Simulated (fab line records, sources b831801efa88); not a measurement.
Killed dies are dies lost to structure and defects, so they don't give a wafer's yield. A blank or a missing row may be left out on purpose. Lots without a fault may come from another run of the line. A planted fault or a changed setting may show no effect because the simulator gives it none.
A struck lot beside a sound one | flow sky130 | 15 steps out of a route of 708
Sound: wafers L651.2, L651.4, L651.5. Struck: wafers L661.4, L661.5, L661.6. The cause comes at the end.
At each step with rows: each side's tool, then ch and its chambers, then its first start. Under that, the readings that differ: sound wafers | struck wafers | difference of the means | sigmas: that difference in standard deviations of wafers without a fault.
alike: readings whose means differ by less than 2 such deviations, and words and numbers that are the same on both sides. not compared: withheld readings, readings that some wafer has no value for, bounds like >300 that may hide the same value, and numbers for which the record gives no deviation and whose values overlap.
The two part at a step that has a row with sigmas, a row that says differs or no value, or rows on one side only. Numbers that don't overlap but have no deviation are shown without sigmas and don't part them. A reading that every wafer of one side lacks parts them only if that side has two wafers or more.

first, 3 steps without rows for these wafers: SKY_GATE_OXIDE_EXPOSE_07 (exposes mask LVOM, target cd 600 nm); SKY_GATE_OXIDE_PEB_08; SKY_GATE_OXIDE_DEVELOP_09 (develop time 60 s).
SKY_GATE_OXIDE_OVL_MEAS_10:
  sound on overlay-01, day 15 14:07; struck on overlay-02, day 19 03:11
  alike: GATE_OXIDE_OVL
then, 2 steps without rows for these wafers: SKY_GATE_OXIDE_IMPLANT_11; SKY_GATE_OXIDE_WET_ETCH_12 (etches SiO2 in dHF, target depth 16.8 nm, time 336 s).
SKY_GATE_OXIDE_STRIP_13: strips in O2/N2.
  sound on plasma_asher-03 ch 0,1, day 15 14:24; struck on plasma_asher-01 ch 0,1, day 19 03:29
  alike: drypump_motor_current_A, oes_product_au, strip_time_to_endpoint_s
  not compared: rf_hours_counter_h
SKY_GATE_OXIDE_TW_MEAS_14:
  sound on film_metro-03, day 15 14:31; struck on film_metro-01, day 19 03:35
  alike: GATE_OXIDE_TW
then, 3 steps without rows for these wafers: SKY_GATE_OXIDE_CLEAN_15 (cleans in SC1/SC2, time 150 s); SKY_GATE_OXIDE_OXIDATION_16 (stabilise 600 s, purge 300 s, target thk 3.57 nm); SKY_POLY_GATE_CVD_00 (deposits poly-Si, target thk 180 nm, time 720 s).
SKY_POLY_GATE_THK_MEAS_01:
  sound on film_metro-01, day 15 17:49; struck on film_metro-02, day 19 06:25
  alike: POLY_GATE_CVD_00_THK
SKY_RES_PROTECT_DEHYDRATE_00: time 60 s.
  sound on litho_track-03 ch 0, day 16 06:59; struck on litho_track-03 ch 0, day 19 21:32
  reading                  | sound                | struck               | difference | sigmas
  heater_power_total_W (W) | 160.60 160.52 160.58 | 164.07 164.04 164.31 | +3.57      | +30
  plate_temp_C (C)         | 200.29 200.04 199.94 | 203.33 203.48 203.31 | +3.28      | +21
then, 1 step without rows for these wafers: SKY_RES_PROTECT_HMDS_01 (prime time 60 s).
-- the record jumps here: 29 days lie between the struck wafers' starts before and after (it left off in module RES_PROTECT and takes up again in module PAD_OPEN, whose first step shown is number 708 of the route) --
SKY_PAD_OPEN_PROBE_99:
  sound on prober-01, day 46 21:26; struck on prober-01, day 49 07:22
  reading            | sound    | struck   | difference | sigmas
  killed_at_contacts | 36 30 25 | 23 17 19 | -11        | -2
  alike: killed_at_M0_to_M3, killed_at_M4_up, killed_at_front_end, killed_at_other, killed_dies, killed_open, killed_short

WHERE THEY PART
First at SKY_RES_PROTECT_DEHYDRATE_00; last, within this record, at SKY_PAD_OPEN_PROBE_99.

WHY: what the simulator had put in
Process parameter drift: litho_track-03, from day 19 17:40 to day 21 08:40, at SKY_RES_PROTECT_DEHYDRATE_00. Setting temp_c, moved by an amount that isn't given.
